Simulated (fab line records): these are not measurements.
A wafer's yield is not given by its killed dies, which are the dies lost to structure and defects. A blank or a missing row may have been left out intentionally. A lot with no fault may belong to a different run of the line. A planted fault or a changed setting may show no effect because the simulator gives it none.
Which tool was responsible? / flow sfq_line / 14 lots, 42 wafers sampled, at 4 steps of a route of 325

== WHAT THE GAUGES READ, wafer by wafer ==
The record holds no reading of a measuring or inspecting step that can be judged against a usual standard deviation.

== WHICH TOOL RAN EACH LOT (tool, then ch and the chambers of the sampled wafers, then the start) ==
lot=L865; SFQ_TRILAYER_M4_STRIP_STRIP_097=rie_metal-04 ch 0,1, day 44 08:43; SFQ_TRILAYER_M5_LITHO_PEB_126=litho_track-02 ch 0, day 56 20:05; SFQ_TRILAYER_M5_ETCH_METAL_ETCH_126=rie_metal-03 ch 0,1, day 56 20:28; SFQ_TRILAYER_M6_STRIP_STRIP_163=rie_metal-01 ch 0,1, day 73 01:39
lot=L866; SFQ_TRILAYER_M4_STRIP_STRIP_097=rie_metal-02 ch 0,1, day 44 11:01; SFQ_TRILAYER_M5_LITHO_PEB_126=litho_track-02 ch 0, day 56 23:48; SFQ_TRILAYER_M5_ETCH_METAL_ETCH_126=rie_metal-04 ch 0,1, day 57 00:12; SFQ_TRILAYER_M6_STRIP_STRIP_163=rie_metal-01 ch 0,1, day 73 06:27
lot=L867; SFQ_TRILAYER_M4_STRIP_STRIP_097=rie_metal-04 ch 0,1, day 50 21:52; SFQ_TRILAYER_M5_LITHO_PEB_126=litho_track-01 ch 0, day 57 08:14; SFQ_TRILAYER_M5_ETCH_METAL_ETCH_126=rie_metal-04 ch 0,1, day 57 08:36; SFQ_TRILAYER_M6_STRIP_STRIP_163=rie_metal-04 ch 0,1, day 73 13:39
lot=L868; SFQ_TRILAYER_M4_STRIP_STRIP_097=rie_metal-04 ch 0,1, day 51 12:41; SFQ_TRILAYER_M5_LITHO_PEB_126=litho_track-02 ch 0, day 57 15:32; SFQ_TRILAYER_M5_ETCH_METAL_ETCH_126=rie_metal-01 ch 0,1, day 57 15:55; SFQ_TRILAYER_M6_STRIP_STRIP_163=rie_metal-03 ch 0,1, day 73 22:03
lot=L870; SFQ_TRILAYER_M4_STRIP_STRIP_097=rie_metal-02 ch 0,1, day 52 05:07; SFQ_TRILAYER_M5_LITHO_PEB_126=litho_track-02 ch 0, day 58 11:03; SFQ_TRILAYER_M5_ETCH_METAL_ETCH_126=rie_metal-04 ch 0, day 58 11:26; SFQ_TRILAYER_M6_STRIP_STRIP_163=rie_metal-01 ch 0,1, day 74 17:15
lot=L873; SFQ_TRILAYER_M4_STRIP_STRIP_097=rie_metal-04 ch 0,1, day 58 16:22; SFQ_TRILAYER_M5_LITHO_PEB_126=litho_track-01 ch 0, day 59 22:23; SFQ_TRILAYER_M5_ETCH_METAL_ETCH_126=rie_metal-01 ch 0,1, day 59 22:46; SFQ_TRILAYER_M6_STRIP_STRIP_163=rie_metal-03 ch 0, day 76 02:42
lot=L874; SFQ_TRILAYER_M4_STRIP_STRIP_097=rie_metal-02 ch 0,1, day 58 22:10; SFQ_TRILAYER_M5_LITHO_PEB_126=litho_track-04 ch 0, day 60 01:55; SFQ_TRILAYER_M5_ETCH_METAL_ETCH_126=rie_metal-04 ch 0, day 60 02:19; SFQ_TRILAYER_M6_STRIP_STRIP_163=rie_metal-01 ch 0,1, day 76 04:49
lot=L877; SFQ_TRILAYER_M4_STRIP_STRIP_097=rie_metal-04 ch 0, day 59 21:17; SFQ_TRILAYER_M5_LITHO_PEB_126=litho_track-01 ch 0, day 62 18:12; SFQ_TRILAYER_M5_ETCH_METAL_ETCH_126=rie_metal-01 ch 0, day 62 18:40; SFQ_TRILAYER_M6_STRIP_STRIP_163=rie_metal-03 ch 0,1, day 80 18:55
lot=L881; SFQ_TRILAYER_M4_STRIP_STRIP_097=rie_metal-03 ch 0,1, day 61 08:20; SFQ_TRILAYER_M5_LITHO_PEB_126=litho_track-02, day 67 02:45; SFQ_TRILAYER_M5_ETCH_METAL_ETCH_126=rie_metal-01 ch 0,1, day 67 03:09; SFQ_TRILAYER_M6_STRIP_STRIP_163=rie_metal-04 ch 0,1, day 82 05:43
lot=L882; SFQ_TRILAYER_M4_STRIP_STRIP_097=rie_metal-02 ch 0,1, day 61 15:32; SFQ_TRILAYER_M5_LITHO_PEB_126=litho_track-02, day 67 10:53; SFQ_TRILAYER_M5_ETCH_METAL_ETCH_126=rie_metal-03 ch 0,1, day 67 11:17; SFQ_TRILAYER_M6_STRIP_STRIP_163=rie_metal-01 ch 0,1, day 82 06:55
lot=L885; SFQ_TRILAYER_M4_STRIP_STRIP_097=rie_metal-03 ch 0,1, day 63 02:24; SFQ_TRILAYER_M5_LITHO_PEB_126=litho_track-01 ch 0, day 69 08:55; SFQ_TRILAYER_M5_ETCH_METAL_ETCH_126=rie_metal-04 ch 0,1, day 69 09:19; SFQ_TRILAYER_M6_STRIP_STRIP_163=rie_metal-04 ch 0,1, day 83 16:31
lot=L886; SFQ_TRILAYER_M4_STRIP_STRIP_097=rie_metal-03 ch 0, day 63 09:24; SFQ_TRILAYER_M5_LITHO_PEB_126=litho_track-02 ch 0, day 75 01:10; SFQ_TRILAYER_M5_ETCH_METAL_ETCH_126=rie_metal-01 ch 0,1, day 75 01:32; SFQ_TRILAYER_M6_STRIP_STRIP_163=rie_metal-01 ch 0,1, day 83 18:43
lot=L887; SFQ_TRILAYER_M4_STRIP_STRIP_097=rie_metal-03 ch 0,1, day 63 14:24; SFQ_TRILAYER_M5_LITHO_PEB_126=litho_track-01 ch 0, day 75 12:00; SFQ_TRILAYER_M5_ETCH_METAL_ETCH_126=rie_metal-03 ch 0, day 75 12:34; SFQ_TRILAYER_M6_STRIP_STRIP_163=rie_metal-04 ch 0,1, day 84 08:14
lot=L888; SFQ_TRILAYER_M4_STRIP_STRIP_097=rie_metal-03 ch 0,1, day 63 21:24; SFQ_TRILAYER_M5_LITHO_PEB_126=litho_track-01 ch 0, day 75 16:45; SFQ_TRILAYER_M5_ETCH_METAL_ETCH_126=rie_metal-01 ch 0,1, day 75 17:07; SFQ_TRILAYER_M6_STRIP_STRIP_163=rie_metal-03 ch 0,1, day 84 14:29
- SFQ_TRILAYER_M4_STRIP_STRIP_097: strips in O2.
- SFQ_TRILAYER_M5_LITHO_PEB_126: peb time 60 s.
- SFQ_TRILAYER_M5_ETCH_METAL_ETCH_126: etches Nb in Cl2/BCl3, stops on SiO2, time 203.2 s, target depth 265 nm.
- SFQ_TRILAYER_M6_STRIP_STRIP_163: strips in O2.

== AS READ BY THE TOOLS THEMSELVES (means over the sampled wafers that have a number; for cases with no such wafer, the mark the record gives instead) ==
SFQ_TRILAYER_M4_STRIP_STRIP_097.
lot=L865; tool=rie_metal-04; drypump_motor_current_A (A)=6.2; he_backside_leak_sccm (sccm)=3.4; oes_product_au (a.u.)=0.986
lot=L866; tool=rie_metal-02; drypump_motor_current_A (A)=5.7; he_backside_leak_sccm (sccm)=3.6; oes_product_au (a.u.)=0.994
lot=L867; tool=rie_metal-04; drypump_motor_current_A (A)=6.1; he_backside_leak_sccm (sccm)=3.6; oes_product_au (a.u.)=0.998
lot=L868; tool=rie_metal-04; drypump_motor_current_A (A)=6.1; he_backside_leak_sccm (sccm)=3.4; oes_product_au (a.u.)=1.003
lot=L870; tool=rie_metal-02; drypump_motor_current_A (A)=5.8; he_backside_leak_sccm (sccm)=3.4; oes_product_au (a.u.)=0.990
lot=L873; tool=rie_metal-04; drypump_motor_current_A (A)=5.9; he_backside_leak_sccm (sccm)=3.4; oes_product_au (a.u.)=0.996
lot=L874; tool=rie_metal-02; drypump_motor_current_A (A)=5.8; he_backside_leak_sccm (sccm)=3.4; oes_product_au (a.u.)=0.992
lot=L877; tool=rie_metal-04; drypump_motor_current_A (A)=5.7; he_backside_leak_sccm (sccm)=3.4; oes_product_au (a.u.)=1.002
lot=L881; tool=rie_metal-03; drypump_motor_current_A (A)=6.1; he_backside_leak_sccm (sccm)=3.2; oes_product_au (a.u.)=0.994
lot=L882; tool=rie_metal-02; drypump_motor_current_A (A)=5.6; he_backside_leak_sccm (sccm)=3.5; oes_product_au (a.u.)=0.999
lot=L885; tool=rie_metal-03; drypump_motor_current_A (A)=6.2; he_backside_leak_sccm (sccm)=3.3; oes_product_au (a.u.)=1.000
lot=L886; tool=rie_metal-03; drypump_motor_current_A (A)=6.3; he_backside_leak_sccm (sccm)=3.1; oes_product_au (a.u.)=0.999
lot=L887; tool=rie_metal-03; drypump_motor_current_A (A)=6.2; he_backside_leak_sccm (sccm)=3.2; oes_product_au (a.u.)=1.001
lot=L888; tool=rie_metal-03; drypump_motor_current_A (A)=6.1; he_backside_leak_sccm (sccm)=3.3; oes_product_au (a.u.)=1.003

SFQ_TRILAYER_M5_LITHO_PEB_126.
lot=L865; tool=litho_track-02; chill_plate_temp_C (C)=23.04; exhaust_pa (Pa)=44.2; resist_line_temp_C (C)=23.15
lot=L866; tool=litho_track-02; chill_plate_temp_C (C)=23.03; exhaust_pa (Pa)=45.9; resist_line_temp_C (C)=22.96
lot=L867; tool=litho_track-01; chill_plate_temp_C (C)=22.89; exhaust_pa (Pa)=45.6; resist_line_temp_C (C)=22.88
lot=L868; tool=litho_track-02; chill_plate_temp_C (C)=23.08; exhaust_pa (Pa)=45.5; resist_line_temp_C (C)=22.93
lot=L870; tool=litho_track-02; chill_plate_temp_C (C)=22.81; exhaust_pa (Pa)=45.6; resist_line_temp_C (C)=23.08
lot=L873; tool=litho_track-01; chill_plate_temp_C (C)=23.04; exhaust_pa (Pa)=45.9; resist_line_temp_C (C)=22.99
lot=L874; tool=litho_track-04; chill_plate_temp_C (C)=23.07; exhaust_pa (Pa)=44.5; resist_line_temp_C (C)=22.82
lot=L877; tool=litho_track-01; chill_plate_temp_C (C)=22.82; exhaust_pa (Pa)=44.2; resist_line_temp_C (C)=22.89
lot=L881; tool=litho_track-02; chill_plate_temp_C (C)=-; exhaust_pa (Pa)=-; resist_line_temp_C (C)=-
lot=L882; tool=litho_track-02; chill_plate_temp_C (C)=-; exhaust_pa (Pa)=-; resist_line_temp_C (C)=-
lot=L885; tool=litho_track-01; chill_plate_temp_C (C)=23.20; exhaust_pa (Pa)=45.6; resist_line_temp_C (C)=22.91
lot=L886; tool=litho_track-02; chill_plate_temp_C (C)=22.98; exhaust_pa (Pa)=44.2; resist_line_temp_C (C)=23.02
lot=L887; tool=litho_track-01; chill_plate_temp_C (C)=22.92; exhaust_pa (Pa)=44.3; resist_line_temp_C (C)=23.17
lot=L888; tool=litho_track-01; chill_plate_temp_C (C)=22.91; exhaust_pa (Pa)=45.0; resist_line_temp_C (C)=23.17

SFQ_TRILAYER_M5_ETCH_METAL_ETCH_126.
lot=L865; tool=rie_metal-03; drypump_motor_current_A (A)=6.0; he_backside_leak_sccm (sccm)=3.78; oes_product_au (a.u.)=0.729; rf_fwd_power_W (W)=598.7
lot=L866; tool=rie_metal-04; drypump_motor_current_A (A)=5.9; he_backside_leak_sccm (sccm)=3.44; oes_product_au (a.u.)=0.736; rf_fwd_power_W (W)=598.5
lot=L867; tool=rie_metal-04; drypump_motor_current_A (A)=6.2; he_backside_leak_sccm (sccm)=3.82; oes_product_au (a.u.)=0.722; rf_fwd_power_W (W)=598.1
lot=L868; tool=rie_metal-01; drypump_motor_current_A (A)=5.7; he_backside_leak_sccm (sccm)=3.79; oes_product_au (a.u.)=0.729; rf_fwd_power_W (W)=596.9
lot=L870; tool=rie_metal-04; drypump_motor_current_A (A)=5.7; he_backside_leak_sccm (sccm)=3.29; oes_product_au (a.u.)=0.731; rf_fwd_power_W (W)=599.3
lot=L873; tool=rie_metal-01; drypump_motor_current_A (A)=5.8; he_backside_leak_sccm (sccm)=3.54; oes_product_au (a.u.)=0.722; rf_fwd_power_W (W)=597.3
lot=L874; tool=rie_metal-04; drypump_motor_current_A (A)=5.7; he_backside_leak_sccm (sccm)=3.44; oes_product_au (a.u.)=0.721; rf_fwd_power_W (W)=598.5
lot=L877; tool=rie_metal-01; drypump_motor_current_A (A)=5.6; he_backside_leak_sccm (sccm)=3.87; oes_product_au (a.u.)=0.728; rf_fwd_power_W (W)=596.9
lot=L881; tool=rie_metal-01; drypump_motor_current_A (A)=5.7; he_backside_leak_sccm (sccm)=3.47; oes_product_au (a.u.)=0.731; rf_fwd_power_W (W)=596.1
lot=L882; tool=rie_metal-03; drypump_motor_current_A (A)=6.1; he_backside_leak_sccm (sccm)=3.46; oes_product_au (a.u.)=0.731; rf_fwd_power_W (W)=597.6
lot=L885; tool=rie_metal-04; drypump_motor_current_A (A)=5.9; he_backside_leak_sccm (sccm)=3.40; oes_product_au (a.u.)=0.726; rf_fwd_power_W (W)=596.6
lot=L886; tool=rie_metal-01; drypump_motor_current_A (A)=5.8; he_backside_leak_sccm (sccm)=3.58; oes_product_au (a.u.)=0.724; rf_fwd_power_W (W)=595.8
lot=L887; tool=rie_metal-03; drypump_motor_current_A (A)=6.3; he_backside_leak_sccm (sccm)=3.23; oes_product_au (a.u.)=0.723; rf_fwd_power_W (W)=599.2
lot=L888; tool=rie_metal-01; drypump_motor_current_A (A)=5.7; he_backside_leak_sccm (sccm)=3.65; oes_product_au (a.u.)=0.738; rf_fwd_power_W (W)=597.3

SFQ_TRILAYER_M6_STRIP_STRIP_163.
lot=L865; tool=rie_metal-01; drypump_motor_current_A (A)=5.79; he_backside_leak_sccm (sccm)=3.54; oes_product_au (a.u.)=1.002
lot=L866; tool=rie_metal-01; drypump_motor_current_A (A)=5.72; he_backside_leak_sccm (sccm)=3.52; oes_product_au (a.u.)=1.004
lot=L867; tool=rie_metal-04; drypump_motor_current_A (A)=5.91; he_backside_leak_sccm (sccm)=3.39; oes_product_au (a.u.)=0.997
lot=L868; tool=rie_metal-03; drypump_motor_current_A (A)=5.98; he_backside_leak_sccm (sccm)=3.61; oes_product_au (a.u.)=0.987
lot=L870; tool=rie_metal-01; drypump_motor_current_A (A)=5.73; he_backside_leak_sccm (sccm)=3.56; oes_product_au (a.u.)=0.998
lot=L873; tool=rie_metal-03; drypump_motor_current_A (A)=6.33; he_backside_leak_sccm (sccm)=3.25; oes_product_au (a.u.)=1.002
lot=L874; tool=rie_metal-01; drypump_motor_current_A (A)=5.72; he_backside_leak_sccm (sccm)=3.51; oes_product_au (a.u.)=0.998
lot=L877; tool=rie_metal-03; drypump_motor_current_A (A)=6.15; he_backside_leak_sccm (sccm)=3.13; oes_product_au (a.u.)=1.006
lot=L881; tool=rie_metal-04; drypump_motor_current_A (A)=5.93; he_backside_leak_sccm (sccm)=3.53; oes_product_au (a.u.)=0.991
lot=L882; tool=rie_metal-01; drypump_motor_current_A (A)=5.78; he_backside_leak_sccm (sccm)=3.54; oes_product_au (a.u.)=1.004
lot=L885; tool=rie_metal-04; drypump_motor_current_A (A)=6.15; he_backside_leak_sccm (sccm)=3.59; oes_product_au (a.u.)=0.992
lot=L886; tool=rie_metal-01; drypump_motor_current_A (A)=5.79; he_backside_leak_sccm (sccm)=3.58; oes_product_au (a.u.)=0.999
lot=L887; tool=rie_metal-04; drypump_motor_current_A (A)=6.15; he_backside_leak_sccm (sccm)=3.49; oes_product_au (a.u.)=0.998
lot=L888; tool=rie_metal-03; drypump_motor_current_A (A)=5.98; he_backside_leak_sccm (sccm)=3.08; oes_product_au (a.u.)=0.998

== THE ANSWER, worked out from the rows above alone ==
Rule: the lots themselves supply what counts as usual. Put in order of their means at a reading, lots are off if they are a third of the lots or fewer, leave a main group of 4 or more, and stand apart from it by a gap of 3 or more times the standard deviation of the main group's means; of several such gaps the widest counts. The tables above print the reading to a certain number of digits; a main group whose means all agree to those digits is not used. A lot without any number at a reading at which 4 lots or more have one is off too. All remaining lots with rows at the step are treated as sound. The gauges are gone through in route order, then the tools' own readings, and for those a lot's mean is taken as printed above. The first step at which some lot is off is used, and at that step the reading that is off furthest; a lot without a number counts as furthest.
Off, at SFQ_TRILAYER_M5_LITHO_PEB_126 on chill_plate_temp_C: L881, L882. Without a number there: L881, L882. For the main group the mean is 22.98 C and the standard deviation 0.11.
A tool fits if, at that step or a process step before it, it ran every lot that is off, and no sound lot after the first of them. Of those tried, none fits.

== WHAT THE SIMULATOR HAD INSERTED ==
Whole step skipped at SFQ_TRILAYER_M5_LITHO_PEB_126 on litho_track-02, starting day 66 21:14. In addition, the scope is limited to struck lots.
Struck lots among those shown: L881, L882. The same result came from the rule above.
